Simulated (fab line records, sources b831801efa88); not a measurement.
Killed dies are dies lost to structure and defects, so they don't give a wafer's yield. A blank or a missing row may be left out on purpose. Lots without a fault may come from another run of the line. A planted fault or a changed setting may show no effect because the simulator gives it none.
Which tool did it? | flow gf180mcu | 24 lots, 72 wafers sampled, at 6 steps of a route of 602

WHAT THE GAUGES READ, wafer by wafer
GF_V2_CD_MEAS_14: target cd 260 nm. Usual: cd_nm 260.3 nm, standard deviation 1.5.
lot  | measured     | on        | cd_nm (nm)        | flag
L074 | day 20 03:11 | cd_sem-01 | 262.9 263.5 263.0 |
L075 | day 20 14:41 | cd_sem-02 | 261.5 261.6 261.2 |
L076 | day 20 20:17 | cd_sem-02 | 260.3 260.5 261.0 |
L077 | day 21 10:02 | cd_sem-01 | 261.9 262.5 261.7 |
L078 | day 21 20:20 | cd_sem-02 | 259.8 259.0 258.5 |
L079 | day 22 03:25 | cd_sem-01 | 260.6 261.4 260.2 |
L080 | day 22 08:26 | cd_sem-02 | 260.0 260.3 260.5 |
L081 | day 22 18:46 | cd_sem-02 | 258.8 260.7 259.9 |
L082 | day 22 23:13 | cd_sem-01 | 261.1 259.1 260.1 |
L083 | day 23 16:11 | cd_sem-01 | 258.6 257.9 259.4 |
L084 | day 23 22:35 | cd_sem-01 | 261.8 262.0 263.1 |
L085 | day 24 04:37 | cd_sem-02 | 260.0 260.5 258.9 |
L086 | day 24 16:29 | cd_sem-02 | 261.3 261.6 260.6 |
L087 | day 25 06:58 | cd_sem-02 | 259.5 259.2 258.6 |
L088 | day 25 09:08 | cd_sem-01 | 258.1 259.6 257.5 |
L089 | day 25 13:22 | cd_sem-02 | 258.3 257.5 257.8 |
L090 | day 26 02:59 | cd_sem-01 | 259.8 259.3 260.1 |
L091 | day 26 08:22 | cd_sem-01 | 260.1 259.8 259.9 |
L092 | day 26 15:01 | cd_sem-01 | 259.1 260.2 258.3 |
L093 | day 26 22:23 | cd_sem-01 | 258.8 259.4 259.6 |
L094 | day 27 04:29 | cd_sem-01 | 259.4 259.1 259.0 |
L095 | day 27 11:49 | cd_sem-01 | 259.4 260.1 260.0 |
L096 | day 27 15:56 | cd_sem-01 | 262.6 262.1 262.3 |
L097 | day 27 23:35 | cd_sem-02 | 262.4 262.4 262.6 |

GF_V3_RS_MEAS_24: measures by four-point-probe. Usual: V3_W_RS 0.327 ohm/sq, standard deviation 0.0042.
lot  | measured     | on            | V3_W_RS (ohm/sq)  | flag
L074 | day 22 07:11 | film_metro-01 | 0.328 0.329 0.329 |
L075 | day 22 18:27 | film_metro-04 | 0.328 0.325 0.323 |
L076 | day 23 00:11 | film_metro-02 | 0.334 0.324 0.331 |
L077 | day 23 12:52 | film_metro-04 | 0.329 0.327 0.315 |
L078 | day 23 21:18 | film_metro-02 | 0.326 0.332 0.333 |
L079 | day 24 05:27 | film_metro-02 | 0.328 0.325 0.332 |
L080 | day 24 11:18 | film_metro-02 | 0.323 0.332 0.320 |
L081 | day 24 18:52 | film_metro-01 | 0.325 0.329 0.329 |
L082 | day 24 23:50 | film_metro-02 | 0.325 0.329 0.327 |
L083 | day 25 16:18 | film_metro-04 | 0.319 0.326 0.321 |
L084 | day 25 21:56 | film_metro-04 | 0.329 0.331 0.329 |
L085 | day 26 03:40 | film_metro-01 | 0.336 0.327 0.330 |
L086 | day 26 15:08 | film_metro-04 | 0.332 0.323 0.331 |
L087 | day 27 04:20 | film_metro-01 | 0.320 0.329 0.318 |
L088 | day 27 06:30 | film_metro-04 | 0.323 0.325 0.321 |
L089 | day 27 11:24 | film_metro-02 | 0.322 0.326 0.323 |
L090 | day 27 23:07 | film_metro-04 | 0.334 0.330 0.331 |
L091 | day 28 05:25 | film_metro-04 | 0.325 0.329 0.329 |
L092 | day 28 11:49 | film_metro-02 | 0.322 0.328 0.321 |
L093 | day 28 17:34 | film_metro-01 | 0.327 0.331 0.330 |
L094 | day 28 23:22 | film_metro-02 | 0.335 0.322 0.326 |
L095 | day 29 06:29 | film_metro-04 | 0.327 0.329 0.328 |
L096 | day 29 11:36 | film_metro-02 | 0.326 0.335 0.327 |
L097 | day 29 18:04 | film_metro-02 | 0.327 0.332 0.333 |

WHICH TOOL RAN EACH LOT (tool, then ch and the chambers of the sampled wafers, then the start)
lot  | GF_M1_METAL_ETCH_16               | GF_V2_ETCH_16                      | GF_V3_STRIP_18                       | GF_V3_SPUTTER_22
L074 | rie_metal-04 ch 0,1, day 16 23:08 | rie_diel-01 ch 0,3, day 20 03:19   | plasma_asher-04 ch 0, day 22 06:26   | pvd_sputter-03, day 22 07:01
L075 | rie_metal-03 ch 0,1, day 17 11:25 | rie_diel-03 ch 0,1, day 20 14:47   | plasma_asher-04 ch 0,1, day 22 17:42 | pvd_sputter-04, day 22 18:16
L076 | rie_metal-03 ch 0,1, day 17 16:51 | rie_diel-02 ch 0,1,2, day 20 20:27 | plasma_asher-02 ch 0,1, day 22 23:24 | pvd_sputter-04, day 23 00:02
L077 | rie_metal-04 ch 0,1, day 18 05:53 | rie_diel-03 ch 0,2,3, day 21 10:07 | plasma_asher-04 ch 0,1, day 23 12:05 | pvd_sputter-01, day 23 12:39
L078 | rie_metal-03 ch 0,1, day 18 15:38 | rie_diel-02 ch 0,1,3, day 21 20:28 | plasma_asher-04 ch 0, day 23 20:32   | pvd_sputter-03, day 23 21:08
L079 | rie_metal-04 ch 0,1, day 18 23:38 | rie_diel-02 ch 0,3, day 22 03:32   | plasma_asher-04 ch 0,1, day 24 04:32 | pvd_sputter-01, day 24 05:17
L080 | rie_metal-03 ch 0,1, day 19 04:38 | rie_diel-03 ch 0,3, day 22 08:32   | plasma_asher-03 ch 0,1, day 24 10:12 | pvd_sputter-04, day 24 11:07
L081 | rie_metal-04 ch 0,1, day 19 15:40 | rie_diel-01 ch 1,3, day 22 18:54   | plasma_asher-03 ch 0,1, day 24 18:05 | pvd_sputter-01, day 24 18:42
L082 | rie_metal-02 ch 0, day 19 20:32   | rie_diel-01 ch 0,1,3, day 22 23:21 | plasma_asher-02 ch 0, day 24 23:04   | pvd_sputter-03, day 24 23:40
L083 | rie_metal-03 ch 0, day 20 12:32   | rie_diel-03 ch 1,2,3, day 23 16:21 | plasma_asher-02 ch 0,1, day 25 15:33 | pvd_sputter-03, day 25 16:09
L084 | rie_metal-04 ch 0,1, day 20 19:22 | rie_diel-03 ch 2,3, day 23 22:41   | plasma_asher-04 ch 0,1, day 25 21:10 | pvd_sputter-03, day 25 21:45
L085 | rie_metal-04 ch 1, day 21 03:41   | rie_diel-03 ch 1,3, day 24 04:45   | plasma_asher-03 ch 0,1, day 26 02:52 | pvd_sputter-01, day 26 03:29
L086 | rie_metal-02 ch 1, day 21 15:23   | rie_diel-03 ch 0,2,3, day 24 16:37 | plasma_asher-03 ch 0, day 26 14:21   | pvd_sputter-04, day 26 14:58
L087 | rie_metal-03 ch 0,1, day 22 07:10 | rie_diel-01 ch 1,3, day 25 07:07   | plasma_asher-02 ch 0,1, day 27 03:33 | pvd_sputter-01, day 27 04:11
L088 | rie_metal-04 ch 1, day 22 09:40   | rie_diel-01 ch 0,2, day 25 09:16   | plasma_asher-04 ch 0,1, day 27 05:44 | pvd_sputter-03, day 27 06:20
L089 | rie_metal-03 ch 0,1, day 22 14:14 | rie_diel-02 ch 1,2,3, day 25 13:29 | plasma_asher-02 ch 0,1, day 27 10:38 | pvd_sputter-01, day 27 11:14
L090 | rie_metal-02 ch 0,1, day 23 05:52 | rie_diel-01 ch 0,2, day 26 03:08   | plasma_asher-03 ch 0,1, day 27 22:22 | pvd_sputter-03, day 27 22:58
L091 | rie_metal-04 ch 0,1, day 23 11:23 | rie_diel-02 ch 1,2,3, day 26 08:30 | plasma_asher-04 ch 1, day 28 04:39   | pvd_sputter-04, day 28 05:15
L092 | rie_metal-04 ch 0,1, day 23 17:07 | rie_diel-01 ch 0,1, day 26 15:10   | plasma_asher-02 ch 0,1, day 28 11:04 | pvd_sputter-01, day 28 11:40
L093 | rie_metal-03 ch 0,1, day 24 01:52 | rie_diel-02 ch 0,1,2, day 26 22:30 | plasma_asher-03 ch 0,1, day 28 16:49 | pvd_sputter-04, day 28 17:23
L094 | rie_metal-02 ch 1, day 24 07:26   | rie_diel-02 ch 0,1, day 27 04:39   | plasma_asher-02 ch 0,1, day 28 22:38 | pvd_sputter-04, day 28 23:13
L095 | rie_metal-03 ch 0,1, day 24 17:26 | rie_diel-03 ch 0,2, day 27 11:56   | plasma_asher-04 ch 0,1, day 29 05:44 | pvd_sputter-03, day 29 06:19
L096 | rie_metal-04 ch 0,1, day 24 21:20 | rie_diel-02 ch 0,2,3, day 27 16:04 | plasma_asher-03 ch 0,1, day 29 10:50 | pvd_sputter-04, day 29 11:26
L097 | rie_metal-02 ch 0,1, day 25 05:16 | rie_diel-02 ch 1,2, day 27 23:40   | plasma_asher-04 ch 0,1, day 29 17:17 | pvd_sputter-04, day 29 17:51
- GF_M1_METAL_ETCH_16: etches the open film in Cl2/BCl3, stops on SiO2, target depth 627.5 nm, time 104.6 s.
- GF_V2_ETCH_16: etches BARC in N2/H2.
- GF_V3_STRIP_18: strips in O2/N2.
- GF_V3_SPUTTER_22: material TiN, target thk 10 nm, time 40 s.

WHAT THE TOOLS THEMSELVES READ (means of the sampled wafers that have a number; where no wafer has one, the mark that the record gives instead)
GF_M1_METAL_ETCH_16. Usual: drypump_motor_current_A 5.9 A, standard deviation 0.75; oes_product_au 0.972 a.u., standard deviation 0.0064; throttle_valve_pct 28.249 %, standard deviation 0.011.
lot  | tool         | drypump_motor_current_A (A) | oes_product_au (a.u.) | throttle_valve_pct (%) | flag
L074 | rie_metal-04 | 5.3                         | 0.976                 | 28.238                 |
L075 | rie_metal-03 | 6.5                         | 0.971                 | 28.246                 |
L076 | rie_metal-03 | 6.6                         | 0.975                 | 28.243                 |
L077 | rie_metal-04 | 5.9                         | 0.963                 | 28.264                 |
L078 | rie_metal-03 | 6.6                         | 0.983                 | 28.242                 |
L079 | rie_metal-04 | 5.9                         | 0.969                 | 28.253                 |
L080 | rie_metal-03 | 6.5                         | 0.972                 | 28.241                 |
L081 | rie_metal-04 | 5.8                         | 0.968                 | 28.249                 |
L082 | rie_metal-02 | 5.4                         | 0.967                 | 28.253                 |
L083 | rie_metal-03 | 6.4                         | 0.975                 | 28.240                 |
L084 | rie_metal-04 | 5.3                         | 0.976                 | 28.244                 |
L085 | rie_metal-04 | 4.7                         | 0.971                 | 28.253                 |
L086 | rie_metal-02 | 5.6                         | 0.971                 | 28.242                 |
L087 | rie_metal-03 | 6.6                         | 0.969                 | 28.255                 |
L088 | rie_metal-04 | 4.7                         | 0.977                 | 28.243                 |
L089 | rie_metal-03 | 6.6                         | 0.967                 | 28.275                 |
L090 | rie_metal-02 | 5.5                         | 0.973                 | 28.247                 |
L091 | rie_metal-04 | 5.8                         | 0.969                 | 28.256                 |
L092 | rie_metal-04 | 5.3                         | 0.973                 | 28.240                 |
L093 | rie_metal-03 | 6.5                         | 0.975                 | 28.241                 |
L094 | rie_metal-02 | 5.6                         | 0.973                 | 28.267                 |
L095 | rie_metal-03 | 6.5                         | 0.967                 | 28.258                 |
L096 | rie_metal-04 | 5.9                         | 0.967                 | 28.256                 |
L097 | rie_metal-02 | 5.6                         | 0.973                 | 28.243                 |

GF_V2_ETCH_16. Usual: drypump_motor_current_A 6.0 A, standard deviation 0.33; oes_product_au 0.854 a.u., standard deviation 0.005; throttle_valve_pct 13.225 %, standard deviation 0.0091.
lot  | tool        | drypump_motor_current_A (A) | oes_product_au (a.u.) | throttle_valve_pct (%) | flag
L074 | rie_diel-01 | 5.7                         | 0.850                 | 13.221                 |
L075 | rie_diel-03 | 5.6                         | 0.856                 | 13.227                 |
L076 | rie_diel-02 | 5.9                         | 0.850                 | 13.223                 |
L077 | rie_diel-03 | 6.0                         | 0.854                 | 13.225                 |
L078 | rie_diel-02 | 5.8                         | 0.859                 | 13.223                 |
L079 | rie_diel-02 | 5.7                         | 0.859                 | 13.224                 |
L080 | rie_diel-03 | 5.8                         | 0.855                 | 13.222                 |
L081 | rie_diel-01 | 6.0                         | 0.850                 | 13.217                 |
L082 | rie_diel-01 | 6.1                         | 0.852                 | 13.226                 |
L083 | rie_diel-03 | 6.1                         | 0.852                 | 13.221                 |
L084 | rie_diel-03 | 6.2                         | 0.855                 | 13.227                 |
L085 | rie_diel-03 | 6.0                         | 0.852                 | 13.225                 |
L086 | rie_diel-03 | 6.0                         | 0.856                 | 13.231                 |
L087 | rie_diel-01 | 6.0                         | 0.856                 | 13.234                 |
L088 | rie_diel-01 | 6.1                         | 0.851                 | 13.228                 |
L089 | rie_diel-02 | 6.0                         | 0.850                 | 13.227                 |
L090 | rie_diel-01 | 6.1                         | 0.853                 | 13.223                 |
L091 | rie_diel-02 | 6.0                         | 0.852                 | 13.218                 |
L092 | rie_diel-01 | 6.4                         | 0.858                 | 13.226                 |
L093 | rie_diel-02 | 5.9                         | 0.850                 | 13.226                 |
L094 | rie_diel-02 | 5.8                         | 0.860                 | 13.225                 |
L095 | rie_diel-03 | 5.7                         | 0.853                 | 13.220                 |
L096 | rie_diel-02 | 5.9                         | 0.857                 | 13.227                 |
L097 | rie_diel-02 | 6.0                         | 0.858                 | 13.225                 |

GF_V3_STRIP_18. Usual: drypump_motor_current_A 5.7 A, standard deviation 0.49; heater_power_w 333 W, standard deviation 23; oes_product_au 0.593 a.u., standard deviation 0.0048; platen_temp_c 250.00 C, standard deviation 0.2.
lot  | tool            | drypump_motor_current_A (A) | heater_power_w (W) | oes_product_au (a.u.) | platen_temp_c (C) | flag
L074 | plasma_asher-04 | 5.9                         | 326                | 0.592                 | 250.06            |
L075 | plasma_asher-04 | 6.0                         | 331                | 0.587                 | 250.17            |
L076 | plasma_asher-02 | 5.5                         | 327                | 0.594                 | 249.80            |
L077 | plasma_asher-04 | 6.0                         | 340                | 0.589                 | 249.87            |
L078 | plasma_asher-04 | 5.9                         | 319                | 0.598                 | 249.67            |
L079 | plasma_asher-04 | 6.0                         | 336                | 0.597                 | 250.02            |
L080 | plasma_asher-03 | 5.3                         | 324                | 0.596                 | 249.93            |
L081 | plasma_asher-03 | 5.2                         | 320                | 0.592                 | 250.01            |
L082 | plasma_asher-02 | 6.0                         | 338                | 0.594                 | 249.93            |
L083 | plasma_asher-02 | 5.5                         | 333                | 0.588                 | 250.03            |
L084 | plasma_asher-04 | 6.0                         | 330                | 0.590                 | 249.98            |
L085 | plasma_asher-03 | 5.2                         | 318                | 0.591                 | 250.08            |
L086 | plasma_asher-03 | 6.1                         | 369                | 0.591                 | 249.95            |
L087 | plasma_asher-02 | 5.4                         | 328                | 0.594                 | 250.30            |
L088 | plasma_asher-04 | 6.0                         | 339                | 0.592                 | 250.21            |
L089 | plasma_asher-02 | 5.7                         | 335                | 0.595                 | 249.91            |
L090 | plasma_asher-03 | 5.7                         | 347                | 0.597                 | 250.25            |
L091 | plasma_asher-04 | 6.1                         | 344                | 0.595                 | 250.10            |
L092 | plasma_asher-02 | 5.7                         | 332                | 0.583                 | 249.91            |
L093 | plasma_asher-03 | 5.7                         | 349                | 0.598                 | 249.98            |
L094 | plasma_asher-02 | 5.5                         | 330                | 0.594                 | 249.96            |
L095 | plasma_asher-04 | 6.0                         | 331                | 0.597                 | 249.92            |
L096 | plasma_asher-03 | 5.7                         | 346                | 0.595                 | 249.96            |
L097 | plasma_asher-04 | 6.0                         | 340                | 0.595                 | 249.89            |

GF_V3_SPUTTER_22. Usual: cathode_dc_power_W 4000.1 W, standard deviation 0.71; throttle_valve_pct 30.2 %, standard deviation 0.97.
lot  | tool           | cathode_dc_power_W (W) | throttle_valve_pct (%) | flag
L074 | pvd_sputter-03 | 4000.3                 | 30.2                   |
L075 | pvd_sputter-04 | 3999.2                 | 30.8                   |
L076 | pvd_sputter-04 | 4000.6                 | 30.8                   |
L077 | pvd_sputter-01 | 4000.0                 | 30.4                   |
L078 | pvd_sputter-03 | 3999.8                 | 30.3                   |
L079 | pvd_sputter-01 | 4000.5                 | 30.0                   |
L080 | pvd_sputter-04 | 4000.4                 | 29.7                   |
L081 | pvd_sputter-01 | 4000.4                 | 30.3                   |
L082 | pvd_sputter-03 | 4000.0                 | 31.0                   |
L083 | pvd_sputter-03 | 4000.2                 | 31.2                   |
L084 | pvd_sputter-03 | 4000.4                 | 30.1                   |
L085 | pvd_sputter-01 | 3999.5                 | 30.6                   |
L086 | pvd_sputter-04 | 3999.6                 | 29.9                   |
L087 | pvd_sputter-01 | 4000.8                 | 30.2                   |
L088 | pvd_sputter-03 | 3999.5                 | 30.8                   |
L089 | pvd_sputter-01 | 4000.1                 | 30.4                   |
L090 | pvd_sputter-03 | 3999.2                 | 31.3                   |
L091 | pvd_sputter-04 | 4000.0                 | 29.9                   |
L092 | pvd_sputter-01 | 4000.0                 | 29.9                   |
L093 | pvd_sputter-04 | 4000.0                 | 29.7                   |
L094 | pvd_sputter-04 | 4000.3                 | 29.9                   |
L095 | pvd_sputter-03 | 3999.6                 | 30.6                   |
L096 | pvd_sputter-04 | 4000.1                 | 31.1                   |
L097 | pvd_sputter-04 | 4000.2                 | 30.3                   |

THE ANSWER, worked out from the rows above alone
Rule: a lot is off if the mean of its wafers that have a number lies more than 3 standard deviations from the usual mean. A lot without any number at a reading at which 4 lots or more have one is off too. The other lots that the step has rows for count as sound. The gauges are gone through in route order, then the tools' own readings, and for those a lot's mean is taken as printed above. The first step at which some lot is off is used, and at that step the reading that is off furthest; a lot without a number counts as furthest.
No lot is off at any reading shown: from this, nothing can be told.

WHAT THE SIMULATOR HAD PUT IN
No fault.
